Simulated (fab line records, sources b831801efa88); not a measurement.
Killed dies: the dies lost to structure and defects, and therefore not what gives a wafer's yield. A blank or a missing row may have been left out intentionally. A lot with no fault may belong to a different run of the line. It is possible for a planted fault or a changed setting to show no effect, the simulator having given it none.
Chamber matching :: flow sky130 :: rie_diel-04 running SKY_METAL3_ETCH_17: 4 sister chambers
The step etches SiO2 in C4F8/O2/Ar, stops on TiN, time 3.9 s, target depth 15 nm. 16 wafers are shown with their chamber, then 8 later ones without.

== WAFERS PAIRED WITH THEIR CHAMBERS ==
wafer: L076.1
chamber: 0
oes_product_au (a.u.): 0.755

wafer: L076.2
chamber: 3
oes_product_au (a.u.): 0.750

wafer: L076.3
chamber: 2
oes_product_au (a.u.): 0.751

wafer: L077.2
chamber: 1
oes_product_au (a.u.): 0.744

wafer: L077.3
chamber: 2
oes_product_au (a.u.): 0.751

wafer: L077.4
chamber: 0
oes_product_au (a.u.): 0.757

wafer: L083.1
chamber: 1
oes_product_au (a.u.): 0.743

wafer: L083.2
chamber: 3
oes_product_au (a.u.): 0.747

wafer: L083.4
chamber: 0
oes_product_au (a.u.): 0.754

wafer: L085.1
chamber: 0
oes_product_au (a.u.): 0.747

wafer: L085.4
chamber: 2
oes_product_au (a.u.): 0.764

wafer: L085.5
chamber: 0
oes_product_au (a.u.): 0.762

wafer: L086.2
chamber: 2
oes_product_au (a.u.): 0.755

wafer: L086.3
chamber: 1
oes_product_au (a.u.): 0.755

wafer: L086.4
chamber: 0
oes_product_au (a.u.): 0.750

wafer: L089.1
chamber: 0
oes_product_au (a.u.): 0.749

SIGNATURES (means of the wafers above)
reading: oes_product_au
chamber 0: 0.75343
chamber 1: 0.74733
chamber 2: 0.75525
chamber 3: 0.74850
scatter within a chamber: 0.00553
Rule: for each reading, subtract the chamber's mean from the wafer's reading, divide by that reading's scatter and square the result; add these up over the readings and take the root, which gives the wafer's distance from the chamber. If the next closest chamber is less than 2 further off than the closest, the wafer can't be placed; otherwise it belongs to the closest. The scatter is the square root of a quotient: the sum, over the shown wafers, of each reading's squared deviation from its chamber's mean, divided by wafers minus chambers.

== WAFERS WHOSE CHAMBER IS MISSING ==
wafer: L089.3
oes_product_au (a.u.): 0.746

wafer: L089.6
oes_product_au (a.u.): 0.757

wafer: L090.2
oes_product_au (a.u.): 0.755

wafer: L090.3
oes_product_au (a.u.): 0.743

wafer: L090.5
oes_product_au (a.u.): 0.761

wafer: L093.3
oes_product_au (a.u.): 0.752

wafer: L093.5
oes_product_au (a.u.): 0.751

wafer: L093.6
oes_product_au (a.u.): 0.751

== THE CHAMBER EACH PASSED THROUGH ==
wafer: L089.3
from the rows above: can't be placed: 1 or 3 or 0 or 2
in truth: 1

wafer: L089.6
from the rows above: can't be placed: 2 or 0 or 3 or 1
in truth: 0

wafer: L090.2
from the rows above: can't be placed: 2 or 0 or 3 or 1
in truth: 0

wafer: L090.3
from the rows above: can't be placed: 1 or 3 or 0 or 2
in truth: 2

wafer: L090.5
from the rows above: can't be placed: 2 or 0 or 3 or 1
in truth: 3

wafer: L093.3
from the rows above: can't be placed: 0 or 2 or 3 or 1
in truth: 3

wafer: L093.5
from the rows above: can't be placed: 0 or 3 or 1 or 2
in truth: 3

wafer: L093.6
from the rows above: can't be placed: 0 or 3 or 1 or 2
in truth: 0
0 of 8 placed correctly. Can't be placed from these rows: 8 (the true chamber is among the candidates in 8). Placed wrongly: 0.
